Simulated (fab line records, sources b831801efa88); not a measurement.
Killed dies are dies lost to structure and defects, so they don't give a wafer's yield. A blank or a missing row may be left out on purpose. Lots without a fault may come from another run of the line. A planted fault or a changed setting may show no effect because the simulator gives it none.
Problem report in the 8D (eight disciplines) form, filled by code | flow gf180mcu | the parts of the form that need people (team, actions taken, sign-off) are left out

1. THE PROBLEM
V4_CVD_00_THK at GF_V4_THK_MEAS_01 reads a mean of 300 nm on 6 wafers of 2 lots; wafers without a fault read 601 nm with a standard deviation of 7.7. That is -39 standard deviations from the usual mean.
First seen on wafer L694.1, day 26 05:02, on film_metro-01. The record holds 39 wafers of 13 lots with a number at this step. Rule for "out", or "out of limits": more than 4 standard deviations from the usual mean. The other wafers with a number count as sound.

2. WHAT IT IS AND WHAT IT IS NOT
question                    | is                           | is not
which readings at this step | V4_CVD_00_THK                | -
which lots                  | L694, L697                   | L688, L689, L690, L692, L693, L704, L705, L706, L707, L710, L711
which wafers of those lots  | all that have a number       | -
read on which gauges        | film_metro-01, film_metro-03 | film_metro-04
when                        | from day 26 05:02            | up to then (15 sound wafers); but 18 sound wafers of L704, L705, L706, L707, L710, L711 came after

3. SUSPECTS, AND WHAT RULES EACH OUT
Counting: a tool at a process step up to the reading stays a suspect if it ran every lot that is out and no sound lot after the first of them.
- the gauge at GF_V4_THK_MEAS_01: ruled out. The wafers that are out were read on 2 gauges (film_metro-01, film_metro-03).
- hdpcvd-01 at GF_V4_CVD_00 (deposits SiO2, target thk 600 nm, time 100 s): ruled out as a lasting fault. Sound lots L705, L706, L707, L710, L711 ran on it after its first lot that is out, L694 (day 26 04:58).
Left after counting: nothing in the record.

4. THE CAUSE (what the simulator had put in)
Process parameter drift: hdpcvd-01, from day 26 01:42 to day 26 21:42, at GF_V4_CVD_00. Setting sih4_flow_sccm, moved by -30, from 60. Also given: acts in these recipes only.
Counting ruled it out, wrongly: the rule takes a fault to strike every lot that its tool runs from its start on, and this one did not.

5. THE CHAIN OF EFFECTS, in route order
Each row: a reading whose mean over the struck wafers that have a number lies more than 3 standard deviations from the usual. Only readings for which the record gives a usual standard deviation are gone through. hours: the time from each lot's start at the first step in this table that gives one to its start at this step, as a median over the lots. sigmas: the change in usual standard deviations.
hours | step              | reading        | usual      | on struck wafers | change | sigmas
0     | GF_V4_CVD_00      | sih4_flow_sccm | 59.99 sccm | 29.88            | -30.11 | -99 or more
0     | GF_V4_THK_MEAS_01 | V4_CVD_00_THK  | 601 nm     | 300              | -301   | -39
The process steps in it:
- GF_V4_CVD_00: deposits SiO2, target thk 600 nm, time 100 s.

6. WHAT WOULD HAVE CAUGHT IT SOONER
In this record the first reading out of limits at a measuring or inspecting step was taken at day 26 05:02, 3 hours after the fault began at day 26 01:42.
The tool's own readings at GF_V4_CVD_00 were out on every struck wafer that the step has a row for (sih4_flow_sccm): an alarm limit on them would have fired on the first of those.
